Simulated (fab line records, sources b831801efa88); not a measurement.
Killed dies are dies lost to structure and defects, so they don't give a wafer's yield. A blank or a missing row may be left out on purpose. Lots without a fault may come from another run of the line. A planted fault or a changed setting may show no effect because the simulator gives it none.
Which tool did it? | flow sky130 | 24 lots, 72 wafers sampled, at 5 steps of a route of 708

WHAT THE GAUGES READ, wafer by wafer
SKY_CONTACT_BOW_MEAS_05. Usual: CONTACT_BOW 82 um, standard deviation 7.1.
lot  | measured     | on            | CONTACT_BOW (um) | flag
L074 | day 30 16:00 | film_metro-01 | 85 86 89         |
L075 | day 31 04:35 | film_metro-01 | 83 85 66         |
L076 | day 31 08:14 | film_metro-04 | 89 88 103        |
L077 | day 31 23:28 | film_metro-01 | 72 86 71         |
L079 | day 32 20:25 | film_metro-02 | 78 77 84         |
L080 | day 32 20:43 | film_metro-01 | 76 86 93         |
L078 | day 32 21:38 | film_metro-04 | 87 78 82         |
L081 | day 32 23:53 | film_metro-02 | 80 86 80         |
L082 | day 33 18:49 | film_metro-02 | 78 92 85         |
L083 | day 33 22:44 | film_metro-01 | 75 84 99         |
L085 | day 34 06:13 | film_metro-04 | 78 80 86         |
L084 | day 34 11:15 | film_metro-02 | 85 85 90         |
L086 | day 34 14:39 | film_metro-04 | 71 79 74         |
L087 | day 35 00:47 | film_metro-02 | 81 76 72         |
L088 | day 35 06:47 | film_metro-01 | 81 79 88         |
L089 | day 35 16:27 | film_metro-01 | 90 82 77         |
L090 | day 36 00:26 | film_metro-01 | 66 79 79         |
L092 | day 36 16:26 | film_metro-02 | 80 77 65         |
L091 | day 36 20:17 | film_metro-04 | 83 79 83         |
L093 | day 36 21:24 | film_metro-02 | 71 98 81         |
L094 | day 37 08:28 | film_metro-02 | 81 89 71         |
L096 | day 37 14:55 | film_metro-02 | 77 84 76         |
L095 | day 37 21:34 | film_metro-02 | 81 80 73         |
L097 | day 38 11:34 | film_metro-01 | 86 90 94         |

SKY_METAL3_CD_MEAS_13: target cd 300 nm. Usual: cd_nm 300.3 nm, standard deviation 1.7.
lot  | measured     | on        | cd_nm (nm)        | flag
L074 | day 38 22:16 | cd_sem-01 | 302.8 301.8 302.4 |
L075 | day 39 07:08 | cd_sem-01 | 301.9 301.4 302.0 |
L076 | day 39 11:25 | cd_sem-01 | 300.7 301.5 302.8 |
L077 | day 40 01:18 | cd_sem-02 | 300.4 300.8 299.8 |
L079 | day 40 19:09 | cd_sem-02 | 299.1 300.1 299.6 |
L080 | day 40 20:31 | cd_sem-02 | 301.2 302.6 301.2 |
L078 | day 40 20:52 | cd_sem-02 | 300.7 300.4 300.8 |
L081 | day 40 23:13 | cd_sem-01 | 302.2 302.4 302.1 |
L082 | day 41 17:28 | cd_sem-02 | 301.0 299.6 299.4 |
L083 | day 41 19:59 | cd_sem-02 | 300.8 301.2 301.6 |
L085 | day 42 01:10 | cd_sem-01 | 296.7 297.4 296.5 |
L084 | day 42 07:24 | cd_sem-02 | 303.3 304.1 304.2 |
L086 | day 42 11:13 | cd_sem-02 | 300.7 300.2 301.0 |
L087 | day 42 20:37 | cd_sem-01 | 301.6 302.5 300.5 |
L088 | day 43 01:01 | cd_sem-02 | 299.3 299.5 300.3 |
L089 | day 43 09:34 | cd_sem-01 | 297.7 297.9 297.0 |
L090 | day 43 16:07 | cd_sem-02 | 299.9 300.2 299.4 |
L092 | day 44 04:24 | cd_sem-01 | 301.1 301.3 300.9 |
L091 | day 44 09:57 | cd_sem-02 | 299.0 299.3 297.7 |
L093 | day 44 11:00 | cd_sem-01 | 299.0 299.7 301.0 |
L094 | day 44 18:44 | cd_sem-01 | 296.7 297.0 297.2 |
L096 | day 45 02:16 | cd_sem-01 | 300.7 300.9 299.8 |
L095 | day 45 06:19 | cd_sem-02 | 299.4 300.1 300.8 |
L097 | day 45 17:47 | cd_sem-01 | 301.4 300.4 300.7 |

SKY_METAL3_OVL_MEAS_14. Usual: METAL3_OVL 4 nm, standard deviation 4.9.
lot  | measured     | on         | METAL3_OVL (nm) | flag
L074 | day 38 22:23 | overlay-01 | 10 7 -1         |
L075 | day 39 07:14 | overlay-02 | 9 1 2           |
L076 | day 39 11:32 | overlay-01 | 4 2 -8          |
L077 | day 40 01:25 | overlay-01 | 2 14 2          |
L079 | day 40 19:16 | overlay-01 | 12 0 8          |
L080 | day 40 20:38 | overlay-01 | 5 5 -1          |
L078 | day 40 20:59 | overlay-01 | -2 4 3          |
L081 | day 40 23:20 | overlay-01 | 6 9 7           |
L082 | day 41 17:35 | overlay-02 | -2 -7 1         |
L083 | day 41 20:07 | overlay-02 | 14 9 11         |
L085 | day 42 01:16 | overlay-01 | 5 8 3           |
L084 | day 42 07:31 | overlay-02 | 6 7 -1          |
L086 | day 42 11:19 | overlay-02 | 6 11 5          |
L087 | day 42 20:41 | overlay-02 | 1 -3 7          |
L088 | day 43 01:08 | overlay-02 | 5 14 8          |
L089 | day 43 09:41 | overlay-01 | -5 2 1          |
L090 | day 43 16:13 | overlay-01 | 0 7 7           |
L092 | day 44 04:29 | overlay-02 | 8 3 5           |
L091 | day 44 10:04 | overlay-02 | 8 7 3           |
L093 | day 44 11:07 | overlay-01 | 7 3 7           |
L094 | day 44 18:52 | overlay-01 | 7 5 4           |
L096 | day 45 02:23 | overlay-02 | -3 2 -6         |
L095 | day 45 06:26 | overlay-01 | 2 3 5           |
L097 | day 45 17:55 | overlay-01 | 8 3 5           |

WHICH TOOL RAN EACH LOT (tool, then ch and the chambers of the sampled wafers, then the start)
lot  | SKY_METAL1_SPUTTER_01        | SKY_VIA1_CVD_21
L074 | pvd_sputter-02, day 31 21:38 | cvd_w-02 ch 0,1, day 34 08:17
L075 | pvd_sputter-03, day 32 09:22 | cvd_w-01 ch 0,1, day 34 18:01
L076 | pvd_sputter-02, day 32 13:22 | cvd_w-02 ch 0,1, day 34 22:26
L077 | pvd_sputter-03, day 33 05:19 | cvd_w-01 ch 0,1, day 35 13:20
L079 | pvd_sputter-02, day 34 00:51 | cvd_w-02 ch 0,1, day 36 09:31
L080 | pvd_sputter-03, day 34 01:02 | cvd_w-01 ch 0,1, day 36 09:44
L078 | pvd_sputter-02, day 34 02:05 | cvd_w-02 ch 1, day 36 10:05
L081 | pvd_sputter-02, day 34 04:23 | cvd_w-01 ch 0,1, day 36 12:31
L082 | pvd_sputter-01, day 34 23:29 | cvd_w-02 ch 0,1, day 37 08:16
L083 | pvd_sputter-03, day 35 03:45 | cvd_w-01 ch 0,1, day 37 11:31
L085 | pvd_sputter-02, day 35 10:44 | cvd_w-02 ch 0,1, day 37 17:15
L084 | pvd_sputter-03, day 35 15:10 | cvd_w-02 ch 0,1, day 37 22:51
L086 | pvd_sputter-01, day 35 19:03 | cvd_w-01 ch 0,1, day 38 02:43
L087 | pvd_sputter-01, day 36 05:48 | cvd_w-02 ch 0,1, day 38 12:34
L088 | pvd_sputter-01, day 36 10:59 | cvd_w-02 ch 0,1, day 38 18:19
L089 | pvd_sputter-02, day 36 20:20 | cvd_w-02 ch 0,1, day 39 03:40
L090 | pvd_sputter-03, day 37 04:03 | cvd_w-01 ch 0,1, day 39 09:50
L092 | pvd_sputter-01, day 37 20:18 | cvd_w-02 ch 0,1, day 40 01:53
L091 | pvd_sputter-01, day 38 00:01 | cvd_w-01 ch 0,1, day 40 05:18
L093 | pvd_sputter-02, day 38 01:35 | cvd_w-01 ch 0,1, day 40 06:54
L094 | pvd_sputter-01, day 38 11:31 | cvd_w-01 ch 0,1, day 40 16:15
L096 | pvd_sputter-01, day 38 18:49 | cvd_w-02 ch 0,1, day 40 23:15
L095 | pvd_sputter-01, day 39 01:03 | cvd_w-02 ch 0,1, day 41 04:41
L097 | pvd_sputter-02, day 39 14:58 | cvd_w-02 ch 0,1, day 41 18:08
- SKY_METAL1_SPUTTER_01: material TiN, target thk 20 nm, time 16.7 s.
- SKY_VIA1_CVD_21: deposits W, target thk 270 nm, time 80.902 s.

WHAT THE TOOLS THEMSELVES READ (means of the sampled wafers that have a number; where no wafer has one, the mark that the record gives instead)
SKY_METAL1_SPUTTER_01. Usual: throttle_valve_pct 29.8 %, standard deviation 1.1.
lot  | tool           | throttle_valve_pct (%) | flag
L074 | pvd_sputter-02 | 30.2                   |
L075 | pvd_sputter-03 | 30.1                   |
L076 | pvd_sputter-02 | 28.9                   |
L077 | pvd_sputter-03 | 29.9                   |
L079 | pvd_sputter-02 | 28.5                   |
L080 | pvd_sputter-03 | 29.6                   |
L078 | pvd_sputter-02 | 30.0                   |
L081 | pvd_sputter-02 | 30.1                   |
L082 | pvd_sputter-01 | 29.9                   |
L083 | pvd_sputter-03 | 30.0                   |
L085 | pvd_sputter-02 | 30.2                   |
L084 | pvd_sputter-03 | 30.4                   |
L086 | pvd_sputter-01 | 29.9                   |
L087 | pvd_sputter-01 | 30.0                   |
L088 | pvd_sputter-01 | 29.7                   |
L089 | pvd_sputter-02 | 28.1                   |
L090 | pvd_sputter-03 | 30.5                   |
L092 | pvd_sputter-01 | 30.2                   |
L091 | pvd_sputter-01 | 30.0                   |
L093 | pvd_sputter-02 | 31.0                   |
L094 | pvd_sputter-01 | 30.0                   |
L096 | pvd_sputter-01 | 29.8                   |
L095 | pvd_sputter-01 | 29.9                   |
L097 | pvd_sputter-02 | 28.5                   |

SKY_VIA1_CVD_21. Usual: chamber_pressure_Torr 40.00 Torr, standard deviation 0.086; heater_power_w 909 W, standard deviation 71.
lot  | tool     | chamber_pressure_Torr (Torr) | heater_power_w (W) | flag
L074 | cvd_w-02 | 39.97                        | 850                |
L075 | cvd_w-01 | 40.06                        | 1004               |
L076 | cvd_w-02 | 40.00                        | 876                |
L077 | cvd_w-01 | 39.87                        | 1000               |
L079 | cvd_w-02 | 39.97                        | 866                |
L080 | cvd_w-01 | 39.95                        | 986                |
L078 | cvd_w-02 | 40.02                        | 903                |
L081 | cvd_w-01 | 39.99                        | 998                |
L082 | cvd_w-02 | 40.03                        | 887                |
L083 | cvd_w-01 | 39.93                        | 984                |
L085 | cvd_w-02 | 39.99                        | 841                |
L084 | cvd_w-02 | 40.12                        | 887                |
L086 | cvd_w-01 | 40.00                        | 989                |
L087 | cvd_w-02 | 39.98                        | 892                |
L088 | cvd_w-02 | 40.13                        | 843                |
L089 | cvd_w-02 | 39.96                        | 841                |
L090 | cvd_w-01 | 40.03                        | 933                |
L092 | cvd_w-02 | 39.96                        | 879                |
L091 | cvd_w-01 | 40.01                        | 945                |
L093 | cvd_w-01 | 39.97                        | 947                |
L094 | cvd_w-01 | 40.03                        | 936                |
L096 | cvd_w-02 | 40.05                        | 851                |
L095 | cvd_w-02 | 40.00                        | 864                |
L097 | cvd_w-02 | 39.97                        | 862                |

THE ANSWER, worked out from the rows above alone
Rule: a lot is off if the mean of its wafers that have a number lies more than 3 standard deviations from the usual mean. A lot without any number at a reading at which 4 lots or more have one is off too. The other lots that the step has rows for count as sound. The gauges are gone through in route order, then the tools' own readings, and for those a lot's mean is taken as printed above. The first step at which some lot is off is used, and at that step the reading that is off furthest; a lot without a number counts as furthest.
No lot is off at any reading shown: from this, nothing can be told.

WHAT THE SIMULATOR HAD PUT IN
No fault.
